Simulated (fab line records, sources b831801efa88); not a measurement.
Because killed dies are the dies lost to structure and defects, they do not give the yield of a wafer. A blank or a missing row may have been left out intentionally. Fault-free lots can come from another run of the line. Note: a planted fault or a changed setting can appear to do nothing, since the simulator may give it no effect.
2 desks, one fault || flow gf180mcu || each desk has only its own numbers; what lay behind them comes last

## DESK OF THE TOOL OWNER: ilineStepper-01
The tool's own readings at GF_NSD_EXPOSE_04 (exposes mask Nplus, target cd 400 nm): means of the sampled wafers that have a number, for each lot that ran on this tool. Marked OUT: a lot whose mean sits more than 4 standard deviations from the usual mean, which makes it out of limits; the brackets give that distance.
Columns: A = exposureDoseMJCm2 at GF_NSD_EXPOSE_04, usual 139.88; B = stageVelMmS at GF_NSD_EXPOSE_04, usual 499.98 mm/s
{"lot": "L982", "first seen here": "day 13 09:56", "A": 139.77, "B": 500.02}
{"lot": "L984", "first seen here": "day 13 20:46", "A": 139.87, "B": 499.91}
{"lot": "L985", "first seen here": "day 14 07:35", "A": 139.90, "B": 499.99}
{"lot": "L986", "first seen here": "day 14 11:39", "A": 139.88, "B": 500.20}
{"lot": "L987", "first seen here": "day 14 19:58", "A": 139.74, "B": 499.96}
{"lot": "L988", "first seen here": "day 15 07:08", "A": 139.79, "B": 499.56}
{"lot": "L989", "first seen here": "day 15 16:45", "A": 139.68, "B": 500.09}
{"lot": "L990", "first seen here": "day 15 21:14", "A": 139.94, "B": 499.64}
{"lot": "L991", "first seen here": "day 16 13:04", "A": 139.79, "B": 499.99}
{"lot": "L995", "first seen here": "day 17 20:29", "A": "119.00 (-99 or more) OUT", "B": 500.10}
{"lot": "L996", "first seen here": "day 18 03:19", "A": "119.07 (-99 or more) OUT", "B": 499.82}
{"lot": "L100", "first seen here": "day 19 09:21", "A": "126.43 (-99 or more) OUT", "B": 499.81}
{"lot": "L102", "first seen here": "day 20 07:49", "A": "129.30 (-81) OUT", "B": 499.89}
Finding of this desk: L100, L102, L995, L996 out of limits; the first was L995 at day 17 20:29, on exposureDoseMJCm2 at GF_NSD_EXPOSE_04. Within limits: L982, L984, L985, L986, L987, L988, L989, L990, L991.

## METROLOGY DESK
Means of the sampled wafers that have a number, per lot and without regard to the tool the lot ran on: this is what the gauges read. Marked OUT: a lot whose mean sits more than 4 standard deviations from the usual mean, which makes it out of limits; the brackets give that distance.
Columns: A = STI_OXIDATION_THK at GF_STI_THK_MEAS_02, usual 10.10 nm; B = STI_CVD_03_THK at GF_STI_THK_MEAS_04, usual 208.6 nm; C = HV_LDD_CVD_54_THK at GF_HV_LDD_THK_MEAS_55, usual 10.01 nm; D = cdNm at GF_NSD_CD_MEAS_07, usual 398.6 nm
{"lot": "L982", "first seen here": "day 1 16:35", "A": 10.08, "B": 209.2, "C": 10.17, "D": 400.0}
{"lot": "L983", "first seen here": "day 1 21:31", "A": 10.38, "B": 209.5, "C": 9.95, "D": 395.2}
{"lot": "L984", "first seen here": "day 2 03:06", "A": 10.18, "B": 210.2, "C": 10.03, "D": 398.4}
{"lot": "L985", "first seen here": "day 2 07:31", "A": 10.06, "B": 208.5, "C": 9.99, "D": 400.3}
{"lot": "L986", "first seen here": "day 2 12:31", "A": 10.20, "B": 207.8, "C": 10.18, "D": 397.1}
{"lot": "L987", "first seen here": "day 2 17:31", "A": 10.16, "B": 209.4, "C": 9.95, "D": 397.5}
{"lot": "L988", "first seen here": "day 2 22:31", "A": 10.12, "B": 210.4, "C": 10.08, "D": 394.7}
{"lot": "L989", "first seen here": "day 3 03:32", "A": 10.22, "B": 210.3, "C": 10.01, "D": 399.6}
{"lot": "L990", "first seen here": "day 3 09:23", "A": 10.17, "B": 209.4, "C": 9.95, "D": 401.7}
{"lot": "L991", "first seen here": "day 3 13:32", "A": 10.12, "B": 209.6, "C": 10.05, "D": 401.4}
{"lot": "L992", "first seen here": "day 3 19:20", "A": 10.17, "B": 208.6, "C": 9.85, "D": 402.1}
{"lot": "L993", "first seen here": "day 4 01:48", "A": 10.14, "B": 208.8, "C": 9.95, "D": 398.0}
{"lot": "L995", "first seen here": "day 4 10:11", "A": 10.11, "B": 209.1, "C": 9.98, "D": "353.1 (-19) OUT"}
{"lot": "L996", "first seen here": "day 4 14:31", "A": 10.05, "B": 211.1, "C": 9.83, "D": "351.1 (-20) OUT"}
{"lot": "L100", "first seen here": "day 5 10:31", "A": 9.89, "B": 207.7, "C": 10.05, "D": "370.6 (-12) OUT"}
{"lot": "L102", "first seen here": "day 5 20:32", "A": 9.97, "B": 205.9, "C": 9.91, "D": "377.1 (-9.0) OUT"}
Finding of this desk: L100, L102, L995, L996 out of limits; the first was L995 at day 18 07:56, on cdNm at GF_NSD_CD_MEAS_07. Within limits: L982, L983, L984, L985, L986, L987, L988, L989, L990, L991, L992, L993.

## BROUGHT TOGETHER
At day 17 20:29, on L100, L102, L995, L996, the tool owner's desk was in a position to raise an alarm.
The metrology desk could have raised an alarm at day 18 07:56, on L100, L102, L995, L996.
The lots listed all ran GF_NSD_EXPOSE_04 on ilineStepper-01.

## WHAT WAS PUT IN BY THE SIMULATOR
Drift in process parameters on ilineStepper-01 at GF_NSD_EXPOSE_04, starting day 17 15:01. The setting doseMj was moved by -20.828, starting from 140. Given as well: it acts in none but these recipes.
Lots struck among those shown: L100, L102, L995, L996.
Time in hours from fault onset to the first out-of-limits reading at each desk: tool owner's desk 5, metrology desk 17.
